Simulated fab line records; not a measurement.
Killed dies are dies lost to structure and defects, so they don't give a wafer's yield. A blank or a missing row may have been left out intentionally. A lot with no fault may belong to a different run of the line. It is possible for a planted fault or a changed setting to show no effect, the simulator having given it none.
Check for tools in common | flow sky130 | Lots sampled 12, wafers sampled 36

REASON FOR OPENING
Of 12 lots, 2 have the reading VT_ADJUST_PCH_TW flagged at SKY_VT_ADJUST_PCH_TW_MEAS_10. No-fault wafers: 143.2, standard deviation 1.1.
Rule: flag the lot when none of its wafers has a number, or when each of its wafers that has one lies beyond 4 standard deviations from that mean. The other lots count as sound.

lot  | measured     | on            | VT_ADJUST_PCH_TW, wafer by wafer | flag
L255 | day 10 10:18 | film-metro-01 | 143.4 143.1 143.0                |
L256 | day 10 19:40 | film-metro-03 | 145.2 144.9 144.8                |
L257 | day 11 01:32 | film-metro-02 | 143.1 143.2 142.9                |
L261 | day 12 12:54 | film-metro-01 | 152.8 153.1 153.2                | FLAGGED
L263 | day 13 18:51 | film-metro-03 | 156.5 155.6 156.5                | FLAGGED
L266 | day 14 07:34 | film-metro-01 | 142.4 141.8 142.8                |
L270 | day 15 11:06 | film-metro-03 | 144.4 144.4 144.8                |
L272 | day 16 07:37 | film-metro-03 | 144.7 143.8 144.1                |
L273 | day 16 14:33 | film-metro-03 | 144.5 144.6 144.2                |
L274 | day 16 15:31 | film-metro-01 | 142.1 142.1 142.1                |
L276 | day 17 08:48 | film-metro-03 | 143.9 144.1 143.8                |
L277 | day 17 18:19 | film-metro-01 | 142.0 142.4 142.3                |
The numbers of the flagged lots are 154.6 on average: +11.4 against the usual, or +10 standard deviations.

TOOL THAT RAN EACH LOT
The record keeps 1 process step preceding the reading, out of 708 steps on the route. Read each cell as the tool, then ch plus the chambers that the sampled wafers visited, then the start.
lot  | flag    | SKY_VT_ADJUST_PCH_IMPLANT_08
L255 |         | implanter-02 ch 0, day 10 10:03
L256 |         | implanter-01 ch 0, day 10 19:27
L257 |         | implanter-02 ch 0, day 11 01:17
L261 | FLAGGED | implanter-02 ch 0, day 12 12:39
L263 | FLAGGED | implanter-02 ch 0, day 13 18:36
L266 |         | implanter-03 ch 0, day 14 07:19
L270 |         | implanter-03 ch 0, day 15 10:51
L272 |         | implanter-02 ch 0, day 16 07:22
L273 |         | implanter-03 ch 0, day 16 14:18
L274 |         | implanter-03 ch 0, day 16 15:18
L276 |         | implanter-02 ch 0, day 17 08:33
L277 |         | implanter-03 ch 0, day 17 18:04
These steps, and what they do:
- SKY_VT_ADJUST_PCH_IMPLANT_08
- SKY_VT_ADJUST_PCH_TW_MEAS_10

FLAGGED AGAINST TOTAL, ONE TOOL AT A TIME (gauges that did the reading follow at the end)
step                         | tool          | lots run | flagged | share of the flagged lots | sound lots run after its first flagged lot
SKY_VT_ADJUST_PCH_IMPLANT_08 | implanter-01  | 1        | 0       | none                      | -
SKY_VT_ADJUST_PCH_IMPLANT_08 | implanter-02  | 6        | 2       | all                       | 2 (L272,L276)
SKY_VT_ADJUST_PCH_IMPLANT_08 | implanter-03  | 5        | 0       | none                      | -
SKY_VT_ADJUST_PCH_TW_MEAS_10 | film-metro-01 | 5        | 1       | some                      | 3 (L266,L274,L277)
SKY_VT_ADJUST_PCH_TW_MEAS_10 | film-metro-02 | 1        | 0       | none                      | -
SKY_VT_ADJUST_PCH_TW_MEAS_10 | film-metro-03 | 6        | 1       | some                      | 4 (L270,L272,L273,L276)

THE TABLE: WHAT IT ALLOWS
In the table, 1 row covers all flagged lots: implanter-02 at SKY_VT_ADJUST_PCH_IMPLANT_08.
- implanter-02 at SKY_VT_ADJUST_PCH_IMPLANT_08: 2 of its 6 lots flagged. Sound lots followed the first flagged one (L272, L276) on it, something a lasting fault affecting the whole tool could not allow. Its own readings (dose-ions-cm2, faraday-current-uA) fall more than 4 standard deviations out on all wafers of the flagged lots.
There is no row in the table that ran each flagged lot and no sound lot after the first.

WHAT THE SIMULATOR HAD INSERTED
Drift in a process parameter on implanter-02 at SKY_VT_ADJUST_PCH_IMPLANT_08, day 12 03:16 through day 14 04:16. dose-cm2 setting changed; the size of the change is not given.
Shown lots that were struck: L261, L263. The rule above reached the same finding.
